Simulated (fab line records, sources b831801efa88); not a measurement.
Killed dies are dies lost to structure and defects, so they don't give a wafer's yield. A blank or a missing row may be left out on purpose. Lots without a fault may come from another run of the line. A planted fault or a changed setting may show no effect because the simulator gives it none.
One fault seen from 2 desks | flow sky130 | each desk has only its own numbers; what lay behind them comes last

THE TOOL OWNER'S DESK: litho_track-03
The tool's own readings at SKY_LDD_P_COAT_02 (resist thk 1140 nm): means of the sampled wafers that have a number, for each lot that ran on this tool. A lot is out of limits, marked OUT, if its mean lies more than 4 standard deviations from the usual mean; the brackets give that distance.
Columns: A = exhaust_pa at SKY_LDD_P_COAT_02, usual 45.2 Pa
lot  | first seen here | A
L360 | day 18 00:20    | 45.0
L365 | day 19 23:16    | 46.0
L374 | day 23 12:44    | 45.3
L376 | day 24 05:10    | 45.8
L377 | day 24 09:49    | 45.4
This desk's finding: nothing out of limits on any of the 5 lots.

THE METROLOGY DESK
What the gauges read, lot by lot, whatever tool the lot ran on: means of the sampled wafers that have a number. A lot is out of limits, marked OUT, if its mean lies more than 4 standard deviations from the usual mean; the brackets give that distance.
Columns: A = cd_nm at SKY_LDD_P_CD_MEAS_07, usual 380.5 nm; B = SD_P_TW at SKY_SD_P_TW_MEAS_11, usual 2848; C = LOCAL_INTERCONNECT_TIN_RS at SKY_LOCAL_INTERCONNECT_RS_MEAS_01, usual 14.17 ohm/sq
lot  | first seen here | A                | B    | C
L360 | day 18 15:55    | 378.4            | 2868 | 14.25
L362 | day 19 08:36    | 381.3            | 2851 | 14.17
L365 | day 20 14:06    | 375.7            | 2813 | 14.14
L367 | day 21 14:03    | 380.8            | 2833 | 14.26
L368 | day 22 20:07    | 377.1            | 2850 | 14.09
L374 | day 24 04:19    | 369.0 (-4.6) OUT | 2793 | 14.09
L376 | day 24 19:39    | 372.1            | 2803 | 14.15
L377 | day 25 00:49    | 370.6            | 2888 | 14.19
L381 | day 26 08:35    | 382.3            | 2844 | 14.16
L382 | day 26 17:40    | 381.3            | 2882 | 14.14
L383 | day 27 06:56    | 384.8            | 2842 | 14.15
This desk's finding: out of limits on L374; first on L374, day 24 04:19 (cd_nm at SKY_LDD_P_CD_MEAS_07). In limits: L360, L362, L365, L367, L368, L376, L377, L381, L382, L383.

PUT TOGETHER
The metrology desk could have raised an alarm at day 24 04:19, on L374.
The tool owner's desk saw nothing out of limits.
The tool owner's desk has L374 on record, within its limits.
Of the lots named, all ran SKY_LDD_P_COAT_02 on litho_track-03.

WHAT THE SIMULATOR HAD PUT IN
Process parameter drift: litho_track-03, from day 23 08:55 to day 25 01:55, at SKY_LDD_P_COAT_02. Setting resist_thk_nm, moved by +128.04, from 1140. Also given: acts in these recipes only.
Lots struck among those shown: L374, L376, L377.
Hours from the fault's start to each desk's first reading out of limits: the metrology desk, 19.
